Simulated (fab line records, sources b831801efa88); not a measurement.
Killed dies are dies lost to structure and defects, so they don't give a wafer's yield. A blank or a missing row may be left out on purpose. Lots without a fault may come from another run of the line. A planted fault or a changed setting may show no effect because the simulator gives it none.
fab line records | flow sky130 | part 1 of 2: steps 1 to 28 of 41
record lots=5 wafers=15 last_day=50
route steps=708 shown CAPM@545 METAL3@555 VIA3@573
lots that met no fault: from a run of the same line without faults
start_h: hours from the record's first day to the start of the lot's first wafer shown | wait_h: hours since the lot's step before | " the same as in the row above | L1.1+2: a row that stands for several wafers | - no value, or no start given | * or withheld: withheld | < > ~ a bound
route shown NAME@n: a module of which the file shows steps, and the number in the route of the first | usual: mean/standard deviation of fault-free wafers | same: alike in all rows | chamber/n: place in a boat | sites: the reading at each site | _std_site: their standard deviation | _edge_site: outer sites' mean less inner sites' | radius_mm: how far each site lies from the wafer's centre | mask NAME#n: copy n | behind: the tool/chamber that last shaped the wafer | hold: why the lot was held/for how many hours/how that ended | device: the transistor (n, p or np) that didn't switch | end of line: the same wafers' tests at the end of the route | a step without rows: its recipe alone | killed: dies lost to structure and defects at the first sort, not the wafer's yield | map: a wafer's dies, x killed, . not, _ none there
set.NAME: the setting as run; set.NAME@STEP: as run at that earlier step | model.NAME: the simulator's own value behind a step, which no gauge read
lots at some steps of the route; a table a step, a row a wafer
services: from which hour (start_h, from the record's first day; less than 0 if before it) a tool's chamber was out of use, for how many hours, and why
## steps
# step SKY_CAPM_SOFTBAKE_08
# recipe temp_c=90 time_s=60 resist=NOVOLAK
# same time_s=60
# columns lot.wafer tool chamber start_h wait_h
L087.1+3+4 litho_track-01 0 983.19 0.1
L090.1+4+6 litho_track-01 0 992.69 0.1
L092.1+3+4 litho_track-04 0 1002.84 0.1
L093.3+5+6 litho_track-03 0 1010.79 0.1
L094.1+4+5 litho_track-04 0 1014.54 0.1
# step SKY_CAPM_EXPOSE_09
# recipe mask_id=CAPM na=0.6 source_shape=conventional sigma_outer=0.6 polarization=unpolarized target_cd_nm=1000 dose_mj=159
# usual exposure_dose_mJ_cm2=158.98/0.16
# columns lot.wafer tool chamber start_h wait_h mask exposure_dose_mJ_cm2
L087.1 iline_stepper-01 0 - - CAPM#0 159.38
L087.3 " 0 " " CAPM#0 158.85
L087.4 " 0 " " CAPM#0 159.12
L090.1 iline_stepper-01 0 - - CAPM#0 158.83
L090.4 " 0 " " CAPM#0 158.78
L090.6 " 0 " " CAPM#0 158.89
L092.1 iline_stepper-01 0 - - CAPM#0 158.93
L092.3 " 0 " " CAPM#0 158.90
L092.4 " 0 " " CAPM#0 159.05
L093.3 iline_stepper-01 0 - - CAPM#0 158.84
L093.5 " 0 " " CAPM#0 158.61
L093.6 " 0 " " CAPM#0 158.93
L094.1 iline_stepper-02 0 - - CAPM#0 158.82
L094.4 " 0 " " CAPM#0 159.13
L094.5 " 0 " " CAPM#0 159.14
# step SKY_CAPM_PEB_10
# recipe temp_c=withheld time_s=* resist=NOVOLAK
# same time_s=*
# columns lot.wafer tool chamber start_h wait_h
L087.1+3+4 litho_track-01 0 - -
L090.1+4+6 litho_track-01 0 - -
L092.1+3+4 litho_track-03 0 - -
L093.3+5+6 litho_track-03 0 - -
L094.1+4+5 litho_track-03 0 - -
# step SKY_CAPM_DEVELOP_11
# recipe resist=NOVOLAK developer=TMAH develop_time_s=60 dev_temp_c=23
# columns lot.wafer tool chamber start_h wait_h
L087.1+3+4 litho_track-01 0 994.89 0.1
L090.1+4+6 litho_track-01 0 1003.34 0.1
L092.1+3+4 litho_track-03 0 1015.59 0.1
L093.3+5+6 litho_track-03 0 1022.14 0.1
L094.1+4+5 litho_track-03 0 1025.44 0.1
# step SKY_CAPM_OVL_MEAS_12
# usual CAPM_OVL=-1.0/1.5
# columns lot.wafer tool chamber start_h wait_h CAPM_OVL[nm]
L087.1 overlay-02 - 995.04 0.1 -2.0
L087.3 " - " " -2.2
L087.4 " - " " -2.2
L090.1 overlay-01 - 1003.49 0.1 -0.6
L090.4 " - " " -1.5
L090.6 " - " " 1.1
L092.1 overlay-02 - 1015.74 0.1 -3.2
L092.3 " - " " -3.5
L092.4 " - " " -2.8
L093.3 overlay-01 - 1022.25 0.1 -2.8
L093.5 " - " " -3.9
L093.6 " - " " -4.7
L094.1 overlay-02 - 1025.59 0.1 -0.7
L094.4 " - " " -0.5
L094.5 " - " " -1.7
# step SKY_CAPM_METAL_ETCH_13
# recipe target_depth_nm=220 stop_on=SiO2 chemistry=Cl2/BCl3 target=TiN pressure_mtorr=10 icp_w=900 bias_w=48.5 Cl2_flow_sccm=60 bcl3_flow_sccm=30 time_s=62.9
# usual bcl3_flow_sccm=30.01/0.082 drypump_motor_current_A=5.5/0.69 oes_product_au=0.943/0.0071 rf_fwd_power_W=894/3.2 throttle_valve_pct=21.901/0.0086
# same time_s=62.9
# columns lot.wafer tool chamber start_h wait_h bcl3_flow_sccm drypump_motor_current_A oes_product_au rf_fwd_power_W rf_hours_counter_h throttle_valve_pct
L087.1 rie_metal-02 0 995.07 0.0 30.04 5.9 0.939 890 15 21.908
L087.3 " 0 " " 29.89 5.9 0.939 888 - 21.904
L087.4 " 1 " " 30.00 6.3 0.938 893 - 21.889
L090.1 rie_metal-04 0 1003.52 0.0 29.94 5.7 0.941 892 13 21.908
L090.4 " 0 " " 29.89 5.6 0.947 895 - 21.909
L090.6 " 1 " " 29.97 6.5 0.945 893 - 21.903
L092.1 rie_metal-01 1 1015.78 0.0 30.01 4.9 0.946 893 14 21.907
L092.3 " 1 " " 29.93 4.8 0.948 895 - 21.892
L092.4 " 1 " " 30.11 4.8 0.947 900 - 21.903
L093.3 rie_metal-01 1 1022.33 0.1 29.98 4.8 0.951 891 - 21.897
L093.5 " 1 " " 29.99 4.8 0.948 891 - 21.903
L093.6 " 1 " " 30.02 4.8 0.956 894 - 21.891
L094.1 rie_metal-04 1 1025.63 0.0 30.11 6.5 0.949 894 9 21.900
L094.4 " 0 " " 30.18 5.6 0.950 889 - 21.899
L094.5 " 1 " " 30.19 6.5 0.946 892 - 21.899
# step SKY_CAPM_STRIP_14
# recipe chemistry=O2/N2 power_w=1400 pressure_mtorr=1500 platen_temp_c=withheld o2_flow_sccm=3000 n2_flow_sccm=300 overash_fraction=0.5
# usual drypump_motor_current_A=5.33/0.23 oes_product_au=0.710/0.0042 strip_time_to_endpoint_s=12.65/0.046
# same overash_fraction=0.5
# columns lot.wafer tool chamber start_h wait_h drypump_motor_current_A oes_product_au rf_hours_counter_h strip_time_to_endpoint_s
L087.1 plasma_asher-02 1 995.15 0.1 5.92 0.715 25 12.60
L087.3 " 0 " " 5.69 0.712 - 12.58
L087.4 " 1 " " 5.93 0.719 - 12.55
L090.1 plasma_asher-01 0 1003.60 0.1 5.12 0.705 87 12.67
L090.4 " 0 " " 5.10 0.704 - 12.68
L090.6 " 1 " " 5.29 0.713 - 12.63
L092.1 plasma_asher-01 0 1015.93 0.1 5.11 0.708 88 12.57
L092.3 " 0 " " 5.12 0.705 - 12.54
L092.4 " 1 " " 5.29 0.705 - 12.56
L093.3 plasma_asher-01 1 1022.46 0.1 5.29 0.706 - 12.64
L093.5 " 1 " " 5.30 0.711 - 12.60
L093.6 " 0 " " 5.07 0.711 - 12.66
L094.1 plasma_asher-02 0 1025.70 0.1 5.68 0.717 28 12.59
L094.4 " 0 " " 5.67 0.714 - 12.62
L094.5 " 1 " " 5.92 0.710 - 12.59
# step SKY_CAPM_STRIP_15
# recipe chemistry=post_etch_residue_remover time_s=1200 temp_c=72.5
# same time_s=1200
# columns lot.wafer tool chamber start_h wait_h
L087.1+3+4 wet_bench-02 1 995.26 0.1
L090.1+4+6 wet_bench-03 0 1003.70 0.1
L092.1+3+4 wet_bench-02 0 1016.03 0.1
L093.3+5+6 wet_bench-02 1 1022.53 0.0
L094.1+4+5 wet_bench-04 2 1025.80 0.1
# step SKY_CAPM_CLEAN_16
# recipe chemistry=IPA time_s=180 temp_c=25
# same time_s=180
# columns lot.wafer tool chamber start_h wait_h
L087.1+3+4 wet_bench-03 3 995.60 0.0
L090.1+4+6 wet_bench-02 0 1004.04 0.0
L092.1+3+4 wet_bench-04 3 1016.37 0.0
L093.3+5+6 wet_bench-04 2 1022.94 0.0
L094.1+4+5 wet_bench-04 3 1026.14 0.0
# step SKY_CAPM_CLEAN_17
# recipe chemistry=O3/DIW dry=n2_spin
# columns lot.wafer tool chamber start_h wait_h
L087.1+3+4 wet_bench-03 3 995.66 0.0
L090.1+4+6 wet_bench-03 1 1004.11 0.0
L092.1+3+4 wet_bench-02 2 1016.43 0.0
L093.3+5+6 wet_bench-03 0 1022.99 0.0
L094.1+4+5 wet_bench-02 3 1026.21 0.0
# step SKY_METAL3_DEHYDRATE_05
# recipe temp_c=200 time_s=60
# same time_s=60
# columns lot.wafer tool chamber start_h wait_h
L087.1+3+4 litho_track-02 0 1006.42 10.7
L090.1+4+6 litho_track-04 0 1016.24 12.0
L092.1+3+4 litho_track-01 0 1026.39 9.9
L093.3+5+6 litho_track-01 0 1034.04 10.9
L094.1+4+5 litho_track-01 0 1038.09 11.8
# step SKY_METAL3_HMDS_06
# recipe prime_time_s=60 prime_temp_c=120
# columns lot.wafer tool chamber start_h wait_h
L087.1+3+4 litho_track-02 0 1006.57 0.1
L090.1+4+6 litho_track-04 0 1016.39 0.1
L092.1+3+4 litho_track-01 0 1026.54 0.1
L093.3+5+6 litho_track-01 0 1034.19 0.1
L094.1+4+5 litho_track-01 0 1038.24 0.1
# step SKY_METAL3_COAT_07
# recipe resist=BARC temp_c=withheld time_s=withheld spin_rpm=3000 resist_thk_nm=60
# columns lot.wafer tool chamber start_h wait_h
L087.1+3+4 litho_track-02 0 1006.72 0.1
L090.1+4+6 litho_track-04 0 1016.54 0.1
L092.1+3+4 litho_track-01 0 1026.69 0.1
L093.3+5+6 litho_track-01 0 1034.34 0.1
L094.1+4+5 litho_track-01 0 1038.39 0.1
# step SKY_METAL3_COAT_08
# recipe resist=KrF-thick spin_rpm=3000 resist_thk_nm=1140
# columns lot.wafer tool chamber start_h wait_h
L087.1+3+4 litho_track-02 0 - -
L090.1+4+6 litho_track-04 0 - -
L092.1+3+4 litho_track-01 0 - -
L093.3+5+6 litho_track-01 0 - -
L094.1+4+5 litho_track-01 0 - -
# step SKY_METAL3_SOFTBAKE_09
# recipe temp_c=100 time_s=90 resist=KrF-thick
# same time_s=90
# columns lot.wafer tool chamber start_h wait_h
L087.1+3+4 litho_track-02 0 - -
L090.1+4+6 litho_track-04 0 - -
L092.1+3+4 litho_track-01 0 - -
L093.3+5+6 litho_track-01 0 - -
L094.1+4+5 litho_track-01 0 - -
# step SKY_METAL3_EXPOSE_10
# recipe mask_id=MM3 na=0.68 source_shape=annular sigma_inner=0.4 sigma_outer=0.8 target_cd_nm=300 dose_mj=28
# usual exposure_dose_mJ_cm2=27.969/0.029
# columns lot.wafer tool chamber start_h wait_h mask exposure_dose_mJ_cm2
L087.1 krf_scanner-02 0 - - MM3#0 27.944
L087.3 " 0 " " MM3#0 27.936
L087.4 " 0 " " MM3#0 27.956
L090.1 krf_scanner-02 0 - - MM3#0 27.959
L090.4 " 0 " " MM3#0 27.942
L090.6 " 0 " " MM3#0 27.987
L092.1 krf_scanner-02 0 - - MM3#0 28.025
L092.3 " 0 " " MM3#0 27.977
L092.4 " 0 " " MM3#0 27.957
L093.3 krf_scanner-02 0 - - MM3#0 27.908
L093.5 " 0 " " MM3#0 27.933
L093.6 " 0 " " MM3#0 27.985
L094.1 krf_scanner-01 0 - - MM3#0 27.969
L094.4 " 0 " " MM3#0 28.015
L094.5 " 0 " " MM3#0 27.942
# step SKY_METAL3_PEB_11
# recipe peb_temp_c=withheld peb_time_s=withheld resist=KrF-thick
# columns lot.wafer tool chamber start_h wait_h
L087.1+3+4 litho_track-01 0 - -
L090.1+4+6 litho_track-02 0 - -
L092.1+3+4 litho_track-01 0 - -
L093.3+5+6 litho_track-04 0 - -
L094.1+4+5 litho_track-02 0 - -
# step SKY_METAL3_DEVELOP_12
# recipe develop_time_s=60 resist=KrF-thick dev_temp_c=21
# columns lot.wafer tool chamber start_h wait_h
L087.1+3+4 litho_track-01 0 - -
L090.1+4+6 litho_track-02 0 - -
L092.1+3+4 litho_track-01 0 - -
L093.3+5+6 litho_track-04 0 - -
L094.1+4+5 litho_track-02 0 - -
# step SKY_METAL3_CD_MEAS_13
# recipe target_cd_nm=300
# usual cd_nm=300.3/1.5
# columns lot.wafer tool chamber start_h wait_h cd_nm
L087.1 cd_sem-02 - 1019.44 - 302.4
L087.3 " - " " 303.3
L087.4 " - " " 303.2
L090.1 cd_sem-02 - 1027.87 - 300.0
L090.4 " - " " 299.8
L090.6 " - " " 299.6
L092.1 cd_sem-01 - 1040.04 - 300.7
L092.3 " - " " 300.8
L092.4 " - " " 300.0
L093.3 cd_sem-02 - 1046.68 - 299.3
L093.5 " - " " 300.7
L093.6 " - " " 300.4
L094.1 cd_sem-01 - 1049.87 - 302.2
L094.4 " - " " 301.2
L094.5 " - " " 302.4
# step SKY_METAL3_OVL_MEAS_14
# usual METAL3_OVL=2/5.1
# columns lot.wafer tool chamber start_h wait_h METAL3_OVL[nm]
L087.1 overlay-02 - 1019.56 0.1 5
L087.3 " - " " 14
L087.4 " - " " 3
L090.1 overlay-01 - 1027.99 0.1 0
L090.4 " - " " -4
L090.6 " - " " 0
L092.1 overlay-02 - 1040.16 0.1 -8
L092.3 " - " " 3
L092.4 " - " " -1
L093.3 overlay-02 - 1046.77 0.1 1
L093.5 " - " " -2
L093.6 " - " " -1
L094.1 overlay-01 - 1049.99 0.1 0
L094.4 " - " " 2
L094.5 " - " " -1
# step SKY_METAL3_DESCUM_15
# recipe chemistry=O2 source_power_w=150 bias_power_w=0 pressure_mtorr=10 temp_c=40 time_s=8
# usual drypump_motor_current_A=5.5/0.68 oes_product_au=0.997/0.0094 rf_fwd_power_W=147.4/0.88
# same time_s=8
# columns lot.wafer tool chamber start_h wait_h drypump_motor_current_A oes_product_au rf_fwd_power_W rf_hours_counter_h
L087.1 rie_metal-01 1 1019.59 0.0 4.8 0.992 148.5 15
L087.3 " 1 " " 4.8 1.003 148.1 -
L087.4 " 1 " " 4.8 0.997 148.6 -
L090.1 rie_metal-01 1 1028.02 0.0 4.8 0.991 148.1 16
L090.4 " 1 " " 4.8 0.989 147.7 -
L090.6 " 1 " " 4.8 0.994 148.5 -
L092.1 rie_metal-01 1 1040.19 0.0 4.8 1.003 147.6 17
L092.3 " 1 " " 4.9 0.994 147.8 -
L092.4 " 1 " " 4.8 0.993 147.7 -
L093.3 rie_metal-04 1 1046.81 0.0 6.5 0.984 147.6 -
L093.5 " 0 " " 5.6 0.995 146.5 -
L093.6 " 1 " " 6.5 0.993 147.8 -
L094.1 rie_metal-04 0 1050.02 0.0 5.7 0.981 147.1 16
L094.4 " 0 " " 5.7 0.984 145.9 -
L094.5 " 1 " " 6.5 0.989 147.9 -
# step SKY_METAL3_ETCH_16
# recipe chemistry=N2/H2 target=BARC ion_energy_ev=200 bias_w=100 pressure_mtorr=30 n2_flow_sccm=100 h2_flow_sccm=200 icp_w=500 stop_on=SiO2 time_s=88.2 target_depth_a=600
# usual drypump_motor_current_A=5.5/0.68 oes_product_au=0.626/0.0046 rf_fwd_power_W=497.1/1.8 throttle_valve_pct=13.204/0.0091
# same time_s=88.2
# columns lot.wafer tool chamber start_h wait_h drypump_motor_current_A oes_product_au rf_fwd_power_W rf_hours_counter_h throttle_valve_pct
L087.1 rie_metal-01 1 1019.66 0.1 4.8 0.629 499.9 15 13.196
L087.3 " 1 " " 4.8 0.629 499.4 - 13.197
L087.4 " 1 " " 4.9 0.626 497.3 - 13.217
L090.1 rie_metal-01 1 1028.09 0.1 4.8 0.626 494.8 16 13.203
L090.4 " 1 " " 4.8 0.625 496.1 - 13.209
L090.6 " 1 " " 4.9 0.619 497.0 - 13.189
L092.1 rie_metal-01 1 1040.26 0.1 4.8 0.618 498.8 17 13.198
L092.3 " 1 " " 4.8 0.621 498.2 - 13.206
L092.4 " 1 " " 4.8 0.626 497.8 - 13.194
L093.3 rie_metal-04 1 1046.86 0.0 6.5 0.628 500.2 - 13.206
L093.5 " 0 " " 5.6 0.615 497.1 - 13.198
L093.6 " 1 " " 6.5 0.625 498.9 - 13.220
L094.1 rie_metal-04 0 1050.06 0.0 5.7 0.624 496.1 16 13.201
L094.4 " 0 " " 5.7 0.625 495.1 - 13.208
L094.5 " 1 " " 6.5 0.622 497.5 - 13.196
# step SKY_METAL3_ETCH_17
# recipe target=SiO2 stop_on=TiN chemistry=C4F8/O2/Ar source_w=1500 bias_w=1200 pressure_mtorr=40 c4f8_flow_sccm=withheld O2_flow_sccm=6 Ar_flow_sccm=300 time_s=3.9 target_depth_a=150
# usual oes_product_au=0.757/0.008 rf_fwd_power_W=1471/7.9
# same time_s=3.9
# columns lot.wafer tool chamber start_h wait_h oes_product_au rf_fwd_power_W
L087.1 rie_diel-01 0 1019.85 0.2 0.760 1466
L087.3 " 2 " " 0.746 1479
L087.4 " 3 " " 0.768 1470
L090.1 rie_diel-02 1 1028.28 0.2 0.758 1477
L090.4 " 2 " " 0.749 1480
L090.6 " 1 " " 0.763 1480
L092.1 rie_diel-01 2 1040.46 0.2 0.760 1475
L092.3 " 1 " " 0.772 1459
L092.4 " 3 " " 0.779 1475
L093.3 rie_diel-02 2 1046.93 0.0 0.759 1472
L093.5 " 1 " " 0.759 1483
L093.6 " 2 " " 0.769 1471
L094.1 rie_diel-01 2 1050.15 0.1 0.740 1478
L094.4 " 3 " " 0.773 1462
L094.5 " 2 " " 0.756 1473
# step SKY_METAL3_METAL_ETCH_18
# recipe target_depth_a=8450 stop_on=SiO2 over_etch_frac=0.3 time_s=183.1 chemistry=Cl2/BCl3 resist_sidewall_deg=88 pressure_mtorr=10 icp_w=900 bias_w=48.5 Cl2_flow_sccm=60 bcl3_flow_sccm=30
# usual bcl3_flow_sccm=29.99/0.1 drypump_motor_current_A=5.8/0.55 oes_product_au=0.864/0.0071 rf_fwd_power_W=897.0/2.7 throttle_valve_pct=22.265/0.0084
# same time_s=183.1
# columns lot.wafer tool chamber start_h wait_h bcl3_flow_sccm drypump_motor_current_A oes_product_au rf_fwd_power_W rf_hours_counter_h throttle_valve_pct
L087.1 rie_metal-04 0 1019.87 0.0 29.88 5.6 0.864 900.5 14 22.272
L087.3 " 0 " " 29.82 5.6 0.866 896.2 - 22.259
L087.4 " 1 " " 30.01 6.6 0.878 894.1 - 22.261
L090.1 rie_metal-04 0 1028.30 0.0 30.07 5.7 0.857 899.1 14 22.269
L090.4 " 1 " " 30.15 6.5 0.859 901.5 - 22.268
L090.6 " 0 " " 30.00 5.6 0.851 900.2 - 22.269
L092.1 rie_metal-04 0 1040.47 0.0 29.96 5.6 0.849 898.9 15 22.245
L092.3 " 1 " " 30.02 6.5 0.866 898.4 - 22.278
L092.4 " 0 " " 30.01 5.7 0.854 900.1 - 22.262
L093.3 rie_metal-03 1 1047.01 0.1 29.95 5.8 0.873 894.7 - 22.275
L093.5 " 1 " " 30.10 5.9 0.863 892.4 - 22.261
L093.6 " 0 " " 29.98 6.1 0.869 899.7 - 22.263
L094.1 rie_metal-03 1 1050.17 0.0 29.74 5.8 0.869 901.2 11 22.261
L094.4 " 1 " " 29.83 5.8 0.879 899.9 - 22.275
L094.5 " 1 " " 29.82 5.8 0.869 902.2 - 22.266
# step SKY_METAL3_STRIP_19
# recipe chemistry=O2/N2 power_w=1400 pressure_mtorr=1500 platen_temp_c=withheld o2_flow_sccm=3000 n2_flow_sccm=300 overash_fraction=0.5
# usual drypump_motor_current_A=5.69/0.3 oes_product_au=0.504/0.0058 strip_time_to_endpoint_s=6.58/0.079
# same overash_fraction=0.5
# columns lot.wafer tool chamber start_h wait_h drypump_motor_current_A oes_product_au rf_hours_counter_h strip_time_to_endpoint_s
L087.1 plasma_asher-04 1 1020.05 0.1 5.89 0.504 58 6.60
L087.3 " 1 " " 5.88 0.504 - 6.59
L087.4 " 0 " " 5.90 0.492 - 6.54
L090.1 plasma_asher-01 0 1028.48 0.1 5.10 0.516 90 6.64
L090.4 " 0 " " 5.06 0.508 - 6.61
L090.6 " 0 " " 5.08 0.505 - 6.65
L092.1 plasma_asher-04 1 1040.65 0.1 5.84 0.498 60 6.59
L092.3 " 1 " " 5.86 0.509 - 6.61
L092.4 " 0 " " 5.95 0.506 - 6.56
L093.3 plasma_asher-01 0 1047.16 0.1 5.12 0.492 - 6.45
L093.5 " 0 " " 5.08 0.510 - 6.45
L093.6 " 1 " " 5.32 0.502 - 6.63
L094.1 plasma_asher-04 1 1050.35 0.1 5.85 0.507 61 6.48
L094.4 " 0 " " 5.90 0.501 - 6.43
L094.5 " 1 " " 5.83 0.500 - 6.56
# step SKY_METAL3_STRIP_20
# recipe chemistry=post_etch_residue_remover time_s=1200 temp_c=72.5
# same time_s=1200
# columns lot.wafer tool chamber start_h wait_h
L087.1+3+4 wet_bench-03 1 1020.15 0.1
L090.1+4+6 wet_bench-04 2 1028.58 0.1
L092.1+3+4 wet_bench-01 2 1040.75 0.1
L093.3+5+6 wet_bench-03 0 1047.26 0.1
L094.1+4+5 wet_bench-01 1 1050.45 0.1
# step SKY_METAL3_CLEAN_21
# recipe chemistry=IPA time_s=180 temp_c=25
# same time_s=180
# columns lot.wafer tool chamber start_h wait_h
L087.1+3+4 wet_bench-01 3 1020.83 0.0
L090.1+4+6 wet_bench-03 3 1028.92 0.0
L092.1+3+4 wet_bench-04 1 1041.52 0.1
L093.3+5+6 wet_bench-01 2 1047.62 0.0
L094.1+4+5 wet_bench-01 1 1050.79 0.0
# step SKY_METAL3_CLEAN_22
# recipe chemistry=O3/DIW dry=n2_spin
# columns lot.wafer tool chamber start_h wait_h
L087.1+3+4 wet_bench-04 2 1020.89 0.0
L090.1+4+6 wet_bench-04 0 1028.98 0.0
L092.1+3+4 wet_bench-04 0 1041.58 0.0
L093.3+5+6 wet_bench-01 3 1047.68 0.0
L094.1+4+5 wet_bench-04 2 1050.96 0.1
